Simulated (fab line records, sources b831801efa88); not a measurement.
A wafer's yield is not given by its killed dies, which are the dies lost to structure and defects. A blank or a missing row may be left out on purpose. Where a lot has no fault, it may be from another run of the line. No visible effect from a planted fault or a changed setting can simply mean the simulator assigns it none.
fab line records	flow sky130
[record] lots = 12	wafers = 34	last-day = 51
route steps=708 shown VT_ADJUST_HVTR@138 POLY_GATE@229 LOCAL_INTERCONNECT@402 CONTACT@417 PAD_OPEN@708
lots untouched by any fault: they come from a run of this same line in which no faults occurred
start-h: start of the lot's first displayed wafer, in hours after the record's first day	wait-h: hours from the lot's prior step to this one	" unchanged from the row above	L1.1+2: a row that stands for several wafers	- no value present, or no start provided	* or withheld: withheld	< > ~ a bound
route shown NAME@n: names a module that has steps shown in the file, with the first one's number in the route	usual: average and standard deviation across the fault-free wafers	same: alike in all rows	chamber/n: place in a boat	sites: per-site readings	_std_site: the values' standard deviation	_edge_site: the outer-site mean with the inner-site mean subtracted	radius-mm: how far each site lies from the wafer's centre	mask NAME#n: copy n	behind: the tool/chamber that last shaped the wafer	hold: why the lot was held/for how many hours/how that ended	device: transistor that didn't switch, given as n, p or np	end of line: tests of these same wafers at the route's end	where a step has no rows: the recipe by itself	killed: dies that structure and defects cost at the first sort, which is not the same as the wafer's yield	map: per-die view of a wafer (x killed, . not killed, _ where there is no die)
set.NAME: the setting as run; set.NAME@STEP: as run at that earlier step	model.NAME: the simulator's own value behind a step, which no gauge read
route steps across a sampled set of lots; one table per step, one row per wafer
services: when a tool's chamber went out of use (start-h, in hours from the record's first day, below 0 if earlier), for how many hours, and the reason
[[steps]]
[step SKY_VT_ADJUST_HVTR_CD_MEAS_07]
[recipe] target-cd-nm = 380
[usual] cd-nm = 380.1/2.4
lot.wafer	tool	chamber	start-h	wait-h	cd-nm
L234.1	cd-sem-02	-	231.70	0.1	384.6
L234.4	"	-	"	"	381.2
L234.6	"	-	"	"	383.3
L235.1	cd-sem-02	-	237.13	0.1	372.3
L235.5	"	-	"	"	376.8
L235.6	"	-	"	"	377.4
L236.4	cd-sem-01	-	247.71	0.1	382.5
L236.5	"	-	"	"	381.3
L236.6	"	-	"	"	383.0
L237.2	cd-sem-01	-	253.90	0.1	377.7
L237.3	"	-	"	"	379.6
L237.4	"	-	"	"	378.1
L238.1	cd-sem-02	-	260.78	0.1	381.3
L238.2	"	-	"	"	380.3
L238.5	"	-	"	"	382.1
L239.3	cd-sem-02	-	270.87	0.1	380.0
L239.4	"	-	"	"	379.8
L239.6	"	-	"	"	380.0
L242.3	cd-sem-01	-	297.45	0.1	377.0
L242.4	"	-	"	"	379.1
L242.6	"	-	"	"	377.2
L247.5	cd-sem-02	-	337.21	0.1	383.1
L247.6	"	-	"	"	384.2
L248.3	cd-sem-02	-	343.15	0.1	377.8
L248.5	"	-	"	"	379.7
L251.1	cd-sem-01	-	359.50	0.1	377.0
L251.3	"	-	"	"	377.0
L251.6	"	-	"	"	377.8
L252.4	cd-sem-02	-	370.02	0.1	376.3
L252.5	"	-	"	"	381.0
L252.6	"	-	"	"	377.7
L253.1	cd-sem-02	-	375.91	0.1	376.8
L253.2	"	-	"	"	380.2
L253.5	"	-	"	"	379.9
[step SKY_POLY_GATE_ETCH_15]
[recipe] chemistry = N2/H2	target = BARC	ion-energy-ev = 200	source-w = 500	bias-w = 100	pressure-mtorr = 30	n2-flow-sccm = 100	h2-flow-sccm = 200	stop-on = SiO2	time-s = 118.5	target-depth-a = 1100
[usual] bias-w = 99.96/0.29	drypump-motor-current-A = 6.0/0.53	oes-product-au = 0.716/0.0046	throttle-valve-pct = 13.212/0.0086
lot.wafer	tool	chamber	start-h	wait-h	bias-w	drypump-motor-current-A	oes-product-au	rf-hours-counter-h	throttle-valve-pct
L234.1	rie-diel-02	1	412.35	0.0	100.33	5.7	0.724	40	13.222
L234.4	"	0	"	"	100.02	5.3	0.713	2	13.209
L234.6	"	1	"	"	99.96	5.7	0.711	-	13.210
L235.1	rie-diel-02	3	418.32	0.0	100.06	5.3	0.720	0	13.229
L235.5	"	2	"	"	99.71	6.4	0.716	-	13.214
L235.6	"	3	"	"	100.13	5.3	0.714	-	13.227
L236.4	rie-diel-02	3	429.56	0.0	99.44	5.3	0.718	0	13.214
L236.5	"	2	"	"	99.66	6.4	0.708	-	13.184
L236.6	"	3	"	"	99.89	5.3	0.724	-	13.209
L237.2	rie-diel-04	0	439.16	0.0	99.76	6.7	0.713	6	13.223
L237.3	"	1	"	"	100.12	6.5	0.713	56	13.207
L237.4	"	2	"	"	99.89	6.5	0.715	3	13.218
L238.1	rie-diel-02	0	446.76	0.0	99.79	5.3	0.719	2	13.213
L238.2	"	2	"	"	100.31	6.4	0.721	87	13.204
L238.5	"	3	"	"	100.18	5.3	0.715	-	13.209
L239.3	rie-diel-04	2	466.20	0.0	99.93	6.5	0.710	3	13.209
L239.4	"	1	"	"	100.32	6.5	0.721	57	13.190
L239.6	"	0	"	"	100.30	6.7	0.715	-	13.208
L242.3	rie-diel-04	1	495.00	0.0	100.30	6.5	0.718	57	13.202
L242.4	"	2	"	"	99.87	6.5	0.716	4	13.215
L242.6	"	3	"	"	100.23	4.9	0.718	-	13.215
L247.5	rie-diel-04	2	536.31	0.0	100.33	6.5	0.717	-	13.222
L247.6	"	1	"	"	100.55	6.5	0.724	-	13.202
L248.3	rie-diel-02	0	547.15	0.0	100.42	5.3	0.726	4	13.217
L248.5	"	2	"	"	100.16	6.4	0.718	-	13.217
L251.1	rie-diel-01	3	561.46	0.0	99.60	6.3	0.719	0	13.203
L251.3	"	1	"	"	100.12	5.7	0.725	16	13.223
L251.6	"	1	"	"	100.37	5.7	0.724	-	13.201
L252.4	rie-diel-01	3	570.51	0.0	99.87	6.4	0.712	0	13.213
L252.5	"	0	"	"	99.85	5.9	0.723	-	13.203
L252.6	"	1	"	"	99.40	5.8	0.717	-	13.219
L253.1	rie-diel-04	3	572.65	0.0	100.00	5.0	0.721	29	13.206
L253.2	"	1	"	"	100.28	6.5	0.708	59	13.216
L253.5	"	2	"	"	99.90	6.5	0.715	-	13.225
[step SKY_LOCAL_INTERCONNECT_STRIP_15]
[recipe] chemistry = O2/N2	power-w = 1400	pressure-mtorr = 1500	platen-temp-c = withheld	o2-flow-sccm = 3000	n2-flow-sccm = 300	overash-fraction = 0.5
[usual] drypump-motor-current-A = 5.8/0.53	o2-flow-sccm = 3000/8.6	oes-product-au = 0.427/0.0046	strip-time-to-endpoint-s = 4.719/0.022
lot.wafer	tool	chamber	start-h	wait-h	drypump-motor-current-A	o2-flow-sccm	oes-product-au	rf-hours-counter-h	strip-time-to-endpoint-s
L234.1	plasma-asher-01	0	760.88	0.0	5.4	3010	0.425	33	4.706
L234.4	"	1	"	"	6.2	2999	0.423	-	4.718
L234.6	"	0	"	"	5.4	3005	0.428	-	4.708
L235.1	plasma-asher-01	1	771.35	0.0	6.2	3011	0.431	34	4.704
L235.5	"	0	"	"	5.4	3012	0.429	-	4.726
L235.6	"	1	"	"	6.2	2999	0.423	-	4.696
L236.4	plasma-asher-04	0	778.42	0.1	5.9	3004	0.424	-	4.698
L236.5	"	1	"	"	6.5	3009	0.437	-	4.740
L236.6	"	0	"	"	5.9	3000	0.434	-	4.709
L237.2	plasma-asher-01	0	786.73	0.0	5.4	2996	0.422	37	4.679
L237.3	"	0	"	"	5.4	2995	0.419	-	4.701
L237.4	"	1	"	"	6.2	2999	0.433	-	4.676
L238.1	plasma-asher-01	0	795.33	0.0	5.4	3008	0.428	38	4.718
L238.2	"	1	"	"	6.2	2999	0.424	38	4.735
L238.5	"	0	"	"	5.4	3004	0.426	-	4.728
L239.3	plasma-asher-04	1	813.15	0.1	6.5	3004	0.422	-	4.712
L239.4	"	0	"	"	5.9	2992	0.426	-	4.687
L239.6	"	0	"	"	5.9	2988	0.427	-	4.697
L242.3	plasma-asher-01	1	836.52	0.1	6.2	2995	0.432	-	4.733
L242.4	"	0	"	"	5.4	2995	0.434	-	4.750
L242.6	"	1	"	"	6.2	2998	0.427	-	4.738
L247.5	plasma-asher-04	1	871.20	0.1	6.5	3000	0.433	-	4.732
L247.6	"	0	"	"	5.9	2991	0.427	-	4.744
L248.3	plasma-asher-01	0	880.92	0.1	5.4	2997	0.424	-	4.721
L248.5	"	0	"	"	5.4	2995	0.437	-	4.723
L251.1	plasma-asher-02	1	891.93	0.0	4.8	3012	0.422	5	4.742
L251.3	"	1	"	"	4.7	3008	0.422	-	4.755
L251.6	"	1	"	"	4.7	3002	0.432	-	4.743
L252.4	plasma-asher-02	0	898.27	0.1	6.2	2992	0.427	-	4.750
L252.5	"	0	"	"	6.2	3013	0.428	-	4.738
L252.6	"	1	"	"	4.8	3004	0.433	-	4.745
L253.1	plasma-asher-01	1	900.47	0.0	6.2	2999	0.433	51	4.728
L253.2	"	0	"	"	5.4	2998	0.428	51	4.734
L253.5	"	1	"	"	6.2	2998	0.435	-	4.698
[step SKY_CONTACT_EXPOSE_11]
[recipe] mask-id = CTM1	na = 0.8	source-shape = annular	sigma-inner = 0.55	sigma-outer = 0.85	target-cd-nm = 170	dose-mj = 38
[usual] exposure-dose-mJ-cm2 = 37.97/0.04
lot.wafer	tool	chamber	start-h	wait-h	mask	exposure-dose-mJ-cm2
L234.1	krf-scanner-01	0	777.70	-	CTM1#0	37.98
L234.4	"	0	"	"	CTM1#0	37.98
L234.6	"	0	"	"	CTM1#0	37.91
L235.1	krf-scanner-01	0	787.04	-	CTM1#0	38.03
L235.5	"	0	"	"	CTM1#0	37.98
L235.6	"	0	"	"	CTM1#0	38.02
L236.4	krf-scanner-02	0	793.18	-	CTM1#0	37.92
L236.5	"	0	"	"	CTM1#0	37.93
L236.6	"	0	"	"	CTM1#0	37.91
L237.2	krf-scanner-01	0	802.46	-	CTM1#0	37.96
L237.3	"	0	"	"	CTM1#0	37.96
L237.4	"	0	"	"	CTM1#0	38.00
L238.1	krf-scanner-01	0	810.11	-	CTM1#0	38.01
L238.2	"	0	"	"	CTM1#0	38.00
L238.5	"	0	"	"	CTM1#0	37.94
L239.3	krf-scanner-01	0	827.75	-	CTM1#0	37.93
L239.4	"	0	"	"	CTM1#0	37.95
L239.6	"	0	"	"	CTM1#0	37.98
L242.3	krf-scanner-01	0	851.14	-	CTM1#0	38.06
L242.4	"	0	"	"	CTM1#0	38.03
L242.6	"	0	"	"	CTM1#0	38.06
L247.5	krf-scanner-01	0	885.84	-	CTM1#0	37.93
L247.6	"	0	"	"	CTM1#0	37.98
L248.3	krf-scanner-01	0	895.44	-	CTM1#0	37.96
L248.5	"	0	"	"	CTM1#0	37.92
L251.1	krf-scanner-02	0	906.30	-	CTM1#0	37.98
L251.3	"	0	"	"	CTM1#0	37.99
L251.6	"	0	"	"	CTM1#0	37.92
L252.4	krf-scanner-02	0	912.52	-	CTM1#0	37.95
L252.5	"	0	"	"	CTM1#0	37.91
L252.6	"	0	"	"	CTM1#0	37.98
L253.1	krf-scanner-02	0	915.00	-	CTM1#0	37.94
L253.2	"	0	"	"	CTM1#0	38.02
L253.5	"	0	"	"	CTM1#0	37.97
[step SKY_CONTACT_CD_MEAS_14]
[recipe] target-cd-nm = 170
[usual] cd-nm = 170.1/1.5
lot.wafer	tool	chamber	start-h	wait-h	cd-nm
L234.1	cd-sem-02	-	790.81	-	167.4
L234.4	"	-	"	"	168.4
L234.6	"	-	"	"	169.5
L235.1	cd-sem-01	-	801.00	-	167.6
L235.5	"	-	"	"	168.0
L235.6	"	-	"	"	167.8
L236.4	cd-sem-01	-	806.60	-	171.7
L236.5	"	-	"	"	170.9
L236.6	"	-	"	"	172.7
L237.2	cd-sem-01	-	814.91	-	172.6
L237.3	"	-	"	"	171.7
L237.4	"	-	"	"	172.9
L238.1	cd-sem-02	-	823.11	-	172.7
L238.2	"	-	"	"	173.4
L238.5	"	-	"	"	172.9
L239.3	cd-sem-01	-	840.90	-	170.4
L239.4	"	-	"	"	173.2
L239.6	"	-	"	"	170.7
L242.3	cd-sem-01	-	864.24	-	169.2
L242.4	"	-	"	"	168.8
L242.6	"	-	"	"	168.8
L247.5	cd-sem-01	-	898.48	-	152.4
L247.6	"	-	"	"	151.1
L248.3	cd-sem-01	-	907.99	-	168.7
L248.5	"	-	"	"	152.0
L251.1	cd-sem-01	-	918.60	-	172.2
L251.3	"	-	"	"	171.8
L251.6	"	-	"	"	170.9
L252.4	cd-sem-01	-	925.42	-	169.9
L252.5	"	-	"	"	169.0
L252.6	"	-	"	"	168.5
L253.1	cd-sem-01	-	927.65	-	169.4
L253.2	"	-	"	"	167.7
L253.5	"	-	"	"	171.0
[step SKY_PAD_OPEN_PROBE_99]
[usual] killed_at_M0_to_M3 = 43/7	killed_at_M4_up = 3.1/1.5	killed-at-contacts = 23/4.9	killed-at-front-end = 16/3.9	killed-at-other = 0.3/0.52	killed-dies = 86/8.2	killed-open = 47/6.1	killed-short = 38/5.8
[same] gross-dies = 492	killed-at-back-side = 0
lot.wafer	tool	chamber	start-h	wait-h	killed_at_M0_to_M3	killed_at_M4_up	killed-at-contacts	killed-at-front-end	killed-at-other	killed-dies	killed-open	killed-short
L247.5	prober-01	-	1206.60	0.2	44	2	19	16	0	81	42	38
L247.6	prober-01	-	1206.65	0.2	43	4	24	9	1	81	42	35
L248.5	prober-01	-	1213.66	0.2	43	3	34	15	0	95	57	34
// killed by level:class
L247.5 LI_CONTACT:geometric-particle:open=8 METAL1:geometric-particle:short=8 VIA2:geometric-particle:open=7 VIA3:geometric-particle:open=7 CONTACT:geometric-particle:open=6 METAL3:geometric-particle:short=6 POLY_GATE:geometric-particle:open=5 VIA1:geometric-particle:open=5
L247.6 CONTACT:geometric-particle:open=8 VIA2:geometric-particle:open=8 VIA3:geometric-particle:open=8 METAL2:geometric-particle:short=6 LI_CONTACT:geometric-particle:open=5 VIA3:geometric-particle:short=5 CONTACT:geometric-particle:short=4 METAL1:geometric-particle:short=4
L248.5 CONTACT:geometric-particle:open=12 LI_CONTACT:geometric-particle:open=10 VIA1:geometric-particle:open=9 VIA3:geometric-particle:open=9 METAL1:geometric-particle:short=6 METAL2:geometric-particle:short=6 FIELD_ISO:geometric-particle:open=5 CONTACT:geometric-particle:short=4
[[services]]
tool	chamber	start-h	hours	kind
krf-scanner-01	-	391.59	4.4	pm
plasma-asher-01	-	421.25	9.0	pm
krf-scanner-01	-	427.46	0.8	pm
krf-scanner-01	-	454.08	5.1	repair
krf-scanner-01	-	476.08	1.0	pm
krf-scanner-01	-	480.41	0.1	repair
krf-scanner-01	-	501.96	4.1	repair
krf-scanner-01	-	515.46	1.3	pm
plasma-asher-01	-	517.58	0.3	repair
krf-scanner-01	-	519.79	4.0	pm
krf-scanner-01	-	596.26	0.8	pm
krf-scanner-01	-	645.08	1.0	pm
plasma-asher-01	-	646.88	2.3	repair
krf-scanner-01	-	691.36	1.3	pm
krf-scanner-01	-	694.25	12.1	repair
krf-scanner-01	-	698.41	1.3	repair
krf-scanner-01	-	765.06	0.8	pm
krf-scanner-01	-	801.01	0.9	repair
krf-scanner-01	-	814.08	1.0	pm
krf-scanner-01	-	825.83	0.8	pm
krf-scanner-01	-	828.74	3.6	pm
krf-scanner-01	-	854.99	0.4	repair
krf-scanner-01	-	867.26	1.3	pm
plasma-asher-01	-	884.84	2.0	repair
[[key]]
[first-sign] step = SKY_CONTACT_CD_MEAS_14	reading = cd-nm	direction = down	sigmas = 12	usual = 170.1	struck = 151.8
effect none on later readings
met-at SKY_CONTACT_EXPOSE_11
struck-lots L247,L248
struck-wafers L247.5,L247.6,L248.5
tester-left-out L247,L248
not-acting-at SKY_VT_ADJUST_HVTR_CD_MEAS_07,SKY_POLY_GATE_ETCH_15,SKY_LOCAL_INTERCONNECT_STRIP_15
onset-between 851.14 885.84
[fault] kind = process-parameter-drift	tool = krf-scanner-01	chamber = -	onset-h = 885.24	steps = SKY_CONTACT_EXPOSE_11	channel = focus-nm	offset = 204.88	shape = step	end-h = 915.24	scope = struck-wafers-only
// tester-left-out: of these lots the tester's yield and bins aren't shown, on N5 and GAA mostly nor the transistor test; their killed dies are dies lost to structure and defects alone, not to doping, threshold or leakage, so they don't give the yield
